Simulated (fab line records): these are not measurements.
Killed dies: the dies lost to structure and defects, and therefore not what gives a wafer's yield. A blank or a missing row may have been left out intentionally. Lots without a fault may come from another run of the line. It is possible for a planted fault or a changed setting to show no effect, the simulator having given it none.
Commonality check across tools || flow sky130 || 12 lots and 36 wafers in the sample

THE REASON FOR OPENING IT
On 3 of the 12 lots, a flag is raised at SKY_VIA2_CD_MEAS_12 on the reading cd-nm. Fault-free wafers read 199.7 nm, with a standard deviation of 1.3.
Rule: flag the lot when none of its wafers has a number, or when each of its wafers that has one lies beyond 4 standard deviations from that mean. The other lots count as sound.

{"lot": "L870", "measured": "day 35 22:08", "on": "cd-sem-02", "cd-nm (nm), wafer by wafer": "198.7 197.7 197.7", "flag": ""}
{"lot": "L871", "measured": "day 36 01:40", "on": "cd-sem-02", "cd-nm (nm), wafer by wafer": "198.4 198.3 199.0", "flag": ""}
{"lot": "L872", "measured": "day 36 21:06", "on": "cd-sem-01", "cd-nm (nm), wafer by wafer": "199.9 200.7 200.4", "flag": ""}
{"lot": "L873", "measured": "day 37 04:16", "on": "cd-sem-01", "cd-nm (nm), wafer by wafer": "198.2 199.6 200.4", "flag": ""}
{"lot": "L880", "measured": "day 39 10:15", "on": "cd-sem-01", "cd-nm (nm), wafer by wafer": "207.3 206.6 207.7", "flag": "FLAGGED"}
{"lot": "L881", "measured": "day 39 18:07", "on": "cd-sem-01", "cd-nm (nm), wafer by wafer": "206.5 207.9 205.1", "flag": "FLAGGED"}
{"lot": "L882", "measured": "day 40 07:42", "on": "cd-sem-01", "cd-nm (nm), wafer by wafer": "205.5 205.0 207.0", "flag": "FLAGGED"}
{"lot": "L885", "measured": "day 40 20:30", "on": "cd-sem-01", "cd-nm (nm), wafer by wafer": "200.7 200.2 200.4", "flag": ""}
{"lot": "L887", "measured": "day 42 18:58", "on": "cd-sem-02", "cd-nm (nm), wafer by wafer": "200.8 199.4 199.4", "flag": ""}
{"lot": "L888", "measured": "day 42 19:37", "on": "cd-sem-01", "cd-nm (nm), wafer by wafer": "200.6 201.7 202.9", "flag": ""}
{"lot": "L891", "measured": "day 42 20:22", "on": "cd-sem-02", "cd-nm (nm), wafer by wafer": "199.5 199.5 199.1", "flag": ""}
{"lot": "L890", "measured": "day 42 21:26", "on": "cd-sem-02", "cd-nm (nm), wafer by wafer": "201.5 200.4 199.6", "flag": ""}
The mean of the flagged lots' numbers is 206.5 nm, +6.8 nm from the usual (+5 standard deviations).

EACH LOT AND THE TOOL IT RAN ON
The record holds 2 process steps before the reading, out of a route of 708 steps. Each cell gives the tool, then ch followed by the chambers the sampled wafers passed through, then the start.
{"lot": "L870", "flag": "", "SKY_METAL1_SPUTTER_04": "pvd-sputter-03, day 31 06:47", "SKY_VIA2_CMP_02": "cmp-02 ch 1,2,3, day 34 18:49"}
{"lot": "L871", "flag": "", "SKY_METAL1_SPUTTER_04": "pvd-sputter-03, day 31 09:32", "SKY_VIA2_CMP_02": "cmp-02 ch 0,2, day 34 22:18"}
{"lot": "L872", "flag": "", "SKY_METAL1_SPUTTER_04": "pvd-sputter-01, day 32 04:48", "SKY_VIA2_CMP_02": "cmp-01 ch 0,2, day 35 17:44"}
{"lot": "L873", "flag": "", "SKY_METAL1_SPUTTER_04": "pvd-sputter-01, day 32 12:12", "SKY_VIA2_CMP_02": "cmp-02 ch 1,2,3, day 36 01:50"}
{"lot": "L880", "flag": "FLAGGED", "SKY_METAL1_SPUTTER_04": "pvd-sputter-03, day 34 21:15", "SKY_VIA2_CMP_02": "cmp-02 ch 0,2, day 38 08:55"}
{"lot": "L881", "flag": "FLAGGED", "SKY_METAL1_SPUTTER_04": "pvd-sputter-02, day 35 05:17", "SKY_VIA2_CMP_02": "cmp-02 ch 0,1,2, day 38 17:26"}
{"lot": "L882", "flag": "FLAGGED", "SKY_METAL1_SPUTTER_04": "pvd-sputter-02, day 35 20:29", "SKY_VIA2_CMP_02": "cmp-02 ch 0,1,3, day 39 07:33"}
{"lot": "L885", "flag": "", "SKY_METAL1_SPUTTER_04": "pvd-sputter-01, day 36 11:30", "SKY_VIA2_CMP_02": "cmp-01 ch 1,3, day 39 19:53"}
{"lot": "L887", "flag": "", "SKY_METAL1_SPUTTER_04": "pvd-sputter-01, day 38 14:23", "SKY_VIA2_CMP_02": "cmp-01 ch 0,1, day 41 19:17"}
{"lot": "L888", "flag": "", "SKY_METAL1_SPUTTER_04": "pvd-sputter-02, day 38 15:18", "SKY_VIA2_CMP_02": "cmp-02 ch 0,1, day 41 20:14"}
{"lot": "L891", "flag": "", "SKY_METAL1_SPUTTER_04": "pvd-sputter-01, day 38 15:46", "SKY_VIA2_CMP_02": "cmp-01 ch 0,3, day 41 20:58"}
{"lot": "L890", "flag": "", "SKY_METAL1_SPUTTER_04": "pvd-sputter-01, day 38 16:47", "SKY_VIA2_CMP_02": "cmp-02 ch 0,1, day 41 21:54"}
These steps, and what they do:
- SKY_METAL1_SPUTTER_04: material TiN, target thk 70 nm, time 58.3 s.
- SKY_VIA2_CMP_02: polishes SiO2.
- SKY_VIA2_CD_MEAS_12: target cd 200 nm.

FLAGGED OVER TOTAL, TOOL BY TOOL (the gauges that took the reading come last)
{"step": "SKY_METAL1_SPUTTER_04", "tool": "pvd-sputter-01", "lots run": 6, "flagged": 0, "share of the flagged lots": "none", "sound lots run after its first flagged lot": "-"}
{"step": "SKY_METAL1_SPUTTER_04", "tool": "pvd-sputter-02", "lots run": 3, "flagged": 2, "share of the flagged lots": "some", "sound lots run after its first flagged lot": "1 (L888)"}
{"step": "SKY_METAL1_SPUTTER_04", "tool": "pvd-sputter-03", "lots run": 3, "flagged": 1, "share of the flagged lots": "some", "sound lots run after its first flagged lot": 0}
{"step": "SKY_VIA2_CMP_02", "tool": "cmp-01", "lots run": 4, "flagged": 0, "share of the flagged lots": "none", "sound lots run after its first flagged lot": "-"}
{"step": "SKY_VIA2_CMP_02", "tool": "cmp-02", "lots run": 8, "flagged": 3, "share of the flagged lots": "all", "sound lots run after its first flagged lot": "2 (L888,L890)"}
{"step": "SKY_VIA2_CD_MEAS_12", "tool": "cd-sem-01", "lots run": 7, "flagged": 3, "share of the flagged lots": "all", "sound lots run after its first flagged lot": "2 (L885,L888)"}
{"step": "SKY_VIA2_CD_MEAS_12", "tool": "cd-sem-02", "lots run": 5, "flagged": 0, "share of the flagged lots": "none", "sound lots run after its first flagged lot": "-"}

WHAT IS ALLOWED BY THE TABLE
Rows of the table that ran all the flagged lots, 2 in number: cmp-02 at SKY_VIA2_CMP_02; cd-sem-01 at SKY_VIA2_CD_MEAS_12.
- cmp-02 at SKY_VIA2_CMP_02: 3 of its 8 lots flagged. After the first flagged lot (L888, L890), sound lots still ran on it; a lasting fault on the whole tool would not permit that. Its own readings lie more than 4 standard deviations out on every wafer of the flagged lots: platen-rpm.
- cd-sem-01 at SKY_VIA2_CD_MEAS_12: 3 of its 7 lots flagged. After the first flagged lot (L885, L888), sound lots still ran on it; a lasting fault on the whole tool would not permit that.
Every row of the table either missed a flagged lot or ran a sound lot after the first.

WHAT THE SIMULATOR PUT IN
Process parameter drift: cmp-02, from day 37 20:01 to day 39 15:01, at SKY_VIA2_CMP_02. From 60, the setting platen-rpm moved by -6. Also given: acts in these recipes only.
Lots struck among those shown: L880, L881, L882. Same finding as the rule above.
